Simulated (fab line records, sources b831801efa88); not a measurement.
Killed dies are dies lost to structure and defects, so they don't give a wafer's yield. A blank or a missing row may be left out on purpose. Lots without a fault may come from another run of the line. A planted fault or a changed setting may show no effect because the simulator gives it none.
Which tool did it? | flow gf180mcu | 14 lots, 42 wafers sampled, at 3 steps of a route of 602

WHAT THE GAUGES READ, wafer by wafer
GF_NSD_CD_MEAS_07: target cd 400 nm.
lot  | measured     | on        | cd_nm (nm)
L381 | day 13 08:19 | cd_sem-01 | 401.4 401.0 398.5
L382 | day 13 14:00 | cd_sem-02 | 399.4 400.9 402.5
L384 | day 14 07:11 | cd_sem-01 | 396.6 396.0 396.4
L385 | day 14 16:24 | cd_sem-01 | 401.4 400.3 404.0
L386 | day 15 02:10 | cd_sem-01 | 399.0 400.5 399.2
L387 | day 15 04:37 | cd_sem-01 | 401.5 399.6 402.3
L388 | day 15 21:22 | cd_sem-01 | 397.3 397.6 399.8
L389 | day 16 00:04 | cd_sem-01 | 404.0 401.1 399.7
L390 | day 16 06:17 | cd_sem-01 | 396.7 398.6 397.6
L393 | day 17 11:35 | cd_sem-01 | 401.8 403.7 403.2
L395 | day 18 03:43 | cd_sem-02 | 400.1 400.7 400.0
L398 | day 19 04:43 | cd_sem-02 | 398.8 396.5 398.9
L399 | day 19 13:08 | cd_sem-02 | 400.0 398.2 396.0
L404 | day 21 14:04 | cd_sem-01 | 398.0 397.8 397.9

GF_CONTACT_THK_MEAS_03.
lot  | measured     | on            | CONTACT_CVD_02_THK (nm)
L381 | day 15 02:59 | film_metro-01 | 852 867 870
L382 | day 15 09:07 | film_metro-03 | 863 873 865
L384 | day 16 04:38 | film_metro-03 | 859 847 873
L385 | day 16 14:20 | film_metro-01 | 849 843 873
L386 | day 17 00:43 | film_metro-01 | 845 852 859
L387 | day 17 02:35 | film_metro-01 | 880 873 869
L388 | day 17 21:27 | film_metro-03 | 870 881 886
L389 | day 18 00:10 | film_metro-04 | 861 882 884
L390 | day 18 06:45 | film_metro-04 | 847 854 868
L393 | day 19 13:41 | film_metro-03 | 867 879 881
L395 | day 20 06:48 | film_metro-01 | 880 872 856
L398 | day 21 06:57 | film_metro-03 | 878 880 879
L399 | day 21 15:08 | film_metro-03 | 861 855 864
L404 | day 23 14:48 | film_metro-03 | 847 847 860

WHICH TOOL RAN EACH LOT (tool, then ch and the chambers of the sampled wafers, then the start)
lot  | GF_SAB_CVD_00
L381 | pecvd-03 ch 0,2, day 14 05:14
L382 | pecvd-04 ch 0,1,2, day 14 11:32
L384 | pecvd-01 ch 1,2, day 15 05:46
L385 | pecvd-01 ch 0,1, day 15 15:13
L386 | pecvd-03 ch 0,1, day 16 00:44
L387 | pecvd-04 ch 1,2, day 16 03:23
L388 | pecvd-01 ch 0,2, day 16 21:17
L389 | pecvd-03 ch 0,1,2, day 16 23:44
L390 | pecvd-04 ch 0,1, day 17 06:05
L393 | pecvd-01 ch 1,2, day 18 12:17
L395 | pecvd-03 ch 0,1,2, day 19 05:07
L398 | pecvd-04 ch 0,1,2, day 20 06:21
L399 | pecvd-04 ch 0,1,2, day 20 14:10
L404 | pecvd-01 ch 0,2, day 22 14:37
- GF_SAB_CVD_00: deposits SiO2 from TEOS, target thk 50 nm, time 4.707 s.

WHAT THE TOOLS THEMSELVES READ (means of the sampled wafers that have a number; where no wafer has one, the mark that the record gives instead)
GF_SAB_CVD_00.
lot  | tool     | heater_power_w (W) | rf_fwd_power_W (W)
L381 | pecvd-03 | 693                | 590
L382 | pecvd-04 | 604                | 588
L384 | pecvd-01 | 658                | 586
L385 | pecvd-01 | 754                | 587
L386 | pecvd-03 | 526                | 587
L387 | pecvd-04 | 534                | 587
L388 | pecvd-01 | 616                | 591
L389 | pecvd-03 | 653                | 588
L390 | pecvd-04 | 661                | 584
L393 | pecvd-01 | 634                | 586
L395 | pecvd-03 | 634                | 588
L398 | pecvd-04 | 628                | 562
L399 | pecvd-04 | 597                | 563
L404 | pecvd-01 | 603                | 587

THE ANSWER, worked out from the rows above alone
Rule: what is usual is taken from the lots themselves. Put in order of their means at a reading, lots are off if they are a third of the lots or fewer, leave a main group of 4 or more, and stand apart from it by a gap of 3 or more times the standard deviation of the main group's means; of several such gaps the widest counts. A main group whose means are all the same, to the digits that the tables above print for the reading, isn't used. A lot without any number at a reading at which 4 lots or more have one is off too. The other lots that the step has rows for count as sound. The gauges are gone through in route order, then the tools' own readings, and for those a lot's mean is taken as printed above. The first step at which some lot is off is used, and at that step the reading that is off furthest; a lot without a number counts as furthest.
Off: L398, L399, at GF_SAB_CVD_00 (rf_fwd_power_W). The main group: mean 587 W, standard deviation 1.8.
A tool fits if, at that step or a process step before it, it ran every lot that is off, and no sound lot after the first of them. One fits: pecvd-04 at GF_SAB_CVD_00. Its last sound lot is L390 (day 17 06:05), its first lot that is off L398 (day 20 06:21): a fault that began between those two fits.
The tool's own readings at GF_SAB_CVD_00 bear it out: on the lots that are off they differ by more than 5 times the standard deviation of the sound lots' means. rf_fwd_power_W reads 562 W there against 587 W on the sound lots.

WHAT THE SIMULATOR HAD PUT IN
Process parameter drift: pecvd-04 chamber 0, from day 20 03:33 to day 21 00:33, at GF_SAB_CVD_00. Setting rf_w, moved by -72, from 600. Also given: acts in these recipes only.
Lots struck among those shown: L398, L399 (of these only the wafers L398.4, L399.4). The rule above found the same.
